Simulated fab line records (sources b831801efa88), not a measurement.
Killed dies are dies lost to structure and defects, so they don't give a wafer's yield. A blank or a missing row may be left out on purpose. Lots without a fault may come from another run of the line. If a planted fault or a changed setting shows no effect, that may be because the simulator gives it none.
Matching of chambers    flow gf180mcu    4 sister chambers for GF_V1_CMP_26 on cmp-02
The step polishes, stops on SiO2, t overpolish 15 s, target thk 0 nm. 4 wafers are shown with their chamber, then 12 later ones without.

EACH WAFER AND ITS CHAMBER
wafer   chamber  motor current A (A)
L094.2  3        10.8
L094.3  0        12.5
L094.5  2        13.3
L094.6  1        9.8

WAFERS WITHOUT THEIR CHAMBER
wafer   motor current A (A)
L095.4  10.2
L095.5  9.9
L095.6  12.7
L095.1  14.0
L095.2  11.0
L095.3  11.6
L096.2  9.0
L096.4  13.0
L096.6  12.7
L097.2  10.3
L097.4  12.3
L097.5  14.7

CHAMBER TAKEN BY EACH
wafer   from the rows above                in truth
L095.4  can't be placed: 1 or 3            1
L095.5  can't be placed: 1 or 3            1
L095.6  can't be placed: 0 or 2            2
L095.1  can't be placed: 2 or 0            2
L095.2  can't be placed: 3 or 1            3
L095.3  can't be placed: 3 or 0 or 2 or 1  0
L096.2  can't be placed: 1 or 3            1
L096.4  can't be placed: 2 or 0            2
L096.6  can't be placed: 0 or 2            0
L097.2  can't be placed: 1 or 3            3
L097.4  can't be placed: 0 or 2            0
L097.5  can't be placed: 2 or 0            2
Placed correctly: 0 of 12. Cannot be placed on the basis of these rows: 12; the candidates contain the true chamber in 12. Placed wrongly: 0.
How it was worked out, from the rows above alone: a wafer's distance from a chamber is the root of the sum, over the readings, of the square of ((its reading less the chamber's mean) divided by the reading's scatter). The wafer belongs to the nearest chamber; if the next one is less than 2 further off, it can't be placed. A chamber's mean is the mean of its shown wafers. The scatter: root of mean squared gap, hidden wafer to nearest shown wafer, with one shown wafer a chamber.
